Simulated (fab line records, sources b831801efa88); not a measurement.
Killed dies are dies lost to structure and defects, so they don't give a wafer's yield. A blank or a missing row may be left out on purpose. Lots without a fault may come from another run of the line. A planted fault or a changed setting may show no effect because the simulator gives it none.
Chamber matching | flow gf180mcu | GF_STI_CMP_25 on cmp-01: 4 sister chambers
The step polishes, stops on Si3N4, t overpolish 33 s, target thk 524.6 nm. 4 wafers are shown with their chamber, then 8 later ones without.

WAFERS WITH THEIR CHAMBER
wafer  | chamber | motor_current_A (A)
L972.5 | 2       | 11.8
L973.1 | 3       | 13.5
L973.5 | 0       | 12.4
L974.4 | 1       | 10.4

WAFERS WITHOUT THEIR CHAMBER
wafer  | motor_current_A (A)
L974.5 | 10.8
L974.6 | 12.4
L975.4 | 12.9
L975.5 | 10.6
L975.6 | 12.7
L976.1 | 10.7
L976.4 | 13.0
L976.5 | 11.9

WHICH CHAMBER EACH WENT THROUGH
wafer  | from the rows above          | in truth
L974.5 | can't be placed: 1 or 2      | 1
L974.6 | can't be placed: 0 or 2      | 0
L975.4 | can't be placed: 0 or 3 or 2 | 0
L975.5 | 1                            | 1
L975.6 | can't be placed: 0 or 3 or 2 | 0
L976.1 | 1                            | 1
L976.4 | can't be placed: 3 or 0      | 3
L976.5 | can't be placed: 2 or 0      | 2
Placed correctly: 2 of 8. Can't be placed from these rows: 6 (the true chamber is among the candidates in 6). Placed wrongly: 0.
How it was worked out, from the rows above alone: a wafer's distance from a chamber is the root of the sum, over the readings, of the square of ((its reading less the chamber's mean) divided by the reading's scatter). The wafer belongs to the nearest chamber; if the next one is less than 2 further off, it can't be placed. A chamber's mean is the mean of its shown wafers. The scatter: with one shown wafer a chamber, the root of the mean of the squares of how far each hidden wafer lies from its nearest shown one.
